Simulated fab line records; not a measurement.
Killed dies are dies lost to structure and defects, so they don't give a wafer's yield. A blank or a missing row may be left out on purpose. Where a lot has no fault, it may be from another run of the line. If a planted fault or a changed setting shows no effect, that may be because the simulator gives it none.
A lot that was struck, set against a sound lot | flow sky130 | 21 steps out of a route of 708
Sound: wafers L881.3, L881.4, L881.6. Wafers L887.1, L887.3, L887.6 were the ones struck. The cause is given at the end.
Each step with rows lists, per side, the tool, then ch with its chambers, then its first start. Under that, the readings that differ: sound wafers | struck wafers | difference of the means | sigmas: that difference in standard deviations of wafers without a fault.
alike: readings whose means differ by less than 2 such deviations, and words and numbers that are the same on both sides. not compared: withheld readings, readings that some wafer has no value for, bounds like >300 that may hide the same value, and numbers for which the record gives no deviation and whose values overlap.
Wherever a step has rows on one side only, a row that says differs or no value, or a row with sigmas, the two part there. Numbers that don't overlap but have no deviation are shown without sigmas and don't part them. A reading missing from all wafers of one side parts the sides only when that side holds two or more wafers.

first, 4 steps without rows for these wafers: SKY_LDD_HVN_SOFTBAKE_03 (time 60 s); SKY_LDD_HVN_EXPOSE_04 (exposes mask HVNTM, target cd 700 nm); SKY_LDD_HVN_PEB_05; SKY_LDD_HVN_DEVELOP_06 (develop time 60 s).
SKY_LDD_HVN_OVL_MEAS_07:
  sound on overlay-01 at day 21 21:20; struck on overlay-01 at day 24 07:25
  alike: LDD_HVN_OVL
after that, 1 step had no rows for these wafers: SKY_LDD_HVN_IMPLANT_08.
SKY_LDD_HVN_STRIP_09: strips in O2/N2.
  sound on plasma_asher-03 ch 0,1, day 21 21:32; struck on plasma_asher-03 ch 0,1, day 24 07:37
  alike: drypump_motor_current_A, n2_flow_sccm, oes_product_au, strip_time_to_endpoint_s
  not compared: rf_hours_counter_h
SKY_LDD_HVN_TW_MEAS_10:
  sound on film_metro-01 at day 21 21:37; struck on film_metro-04 at day 24 07:43
  reading    | sound          | struck         | difference | sigmas
  LDD_HVN_TW | 1459 1455 1465 | 1409 1411 1402 | -52        | -3
then, 4 steps without rows for these wafers: SKY_LDD_HVP_DEHYDRATE_00 (time 60 s); SKY_LDD_HVP_HMDS_01 (prime time 60 s); SKY_LDD_HVP_COAT_02 (resist thk 300 nm); SKY_LDD_HVP_SOFTBAKE_03 (time 60 s).
SKY_LDD_HVP_EXPOSE_04: exposes mask HVPTM, target cd 700 nm.
  sound on iline_stepper-02 ch 0, day 22 13:35; struck on iline_stepper-02 ch 0, day 24 22:29
  reading | sound                   | struck                  | difference | sigmas
  mask    | HVPTM#0 HVPTM#0 HVPTM#0 | HVNTM#0 HVNTM#0 HVNTM#0 | differs    |
then, 2 steps without rows for these wafers: SKY_LDD_HVP_PEB_05; SKY_LDD_HVP_DEVELOP_06 (develop time 60 s).
SKY_LDD_HVP_OVL_MEAS_07:
  sound on overlay-01 at day 23 03:47; struck on overlay-01 at day 25 13:28
  reading          | sound       | struck | difference                    | sigmas
  LDD_HVP_OVL (nm) | 1.1 0.9 1.5 | - - -  | no value on the struck wafers |
after that, 1 step had no rows for these wafers: SKY_LDD_HVP_IMPLANT_08.
SKY_LDD_HVP_STRIP_09: strips in O2/N2.
  sound on plasma_asher-03 ch 0,1, day 23 03:59; struck on plasma_asher-03 ch 0,1, day 25 13:40
  alike: drypump_motor_current_A, n2_flow_sccm, oes_product_au, strip_time_to_endpoint_s
  not compared: rf_hours_counter_h
SKY_LDD_HVP_TW_MEAS_10:
  sound on film_metro-01 at day 23 04:04; struck on film_metro-02 at day 25 13:46
  reading    | sound       | struck   | difference | sigmas
  LDD_HVP_TW | 459 459 460 | 30 30 30 | -429       | -98
then, 1 step without rows for these wafers: SKY_LDD_LDN_DEHYDRATE_00 (time 60 s).
-- here the record skips 23 days between the struck wafers' starts before and after, leaving off in module LDD_LDN and picking up in module PAD_OPEN (first step shown: number 708 of the route) --
SKY_PAD_OPEN_PROBE_99:
  sound on prober-02 at day 46 19:12; struck on prober-02 at day 48 09:49
  reading             | sound       | struck      | difference | sigmas
  killed_at_front_end | 11 20 14    | 407 418 408 | +396       | +90
  killed_dies         | 100 107 105 | 492 492 492 | +388       | +44
  killed_on_rim       | 17 16 21    | 96 96 96    | +78        | +22
  alike: killed_at_M0_to_M3, killed_at_M4_up, killed_at_contacts, killed_at_other, killed_open, killed_short

## WHERE THEY PART
Earliest at SKY_LDD_HVN_TW_MEAS_10; latest, in this record, at SKY_PAD_OPEN_PROBE_99.

WHY: whatever the simulator had introduced
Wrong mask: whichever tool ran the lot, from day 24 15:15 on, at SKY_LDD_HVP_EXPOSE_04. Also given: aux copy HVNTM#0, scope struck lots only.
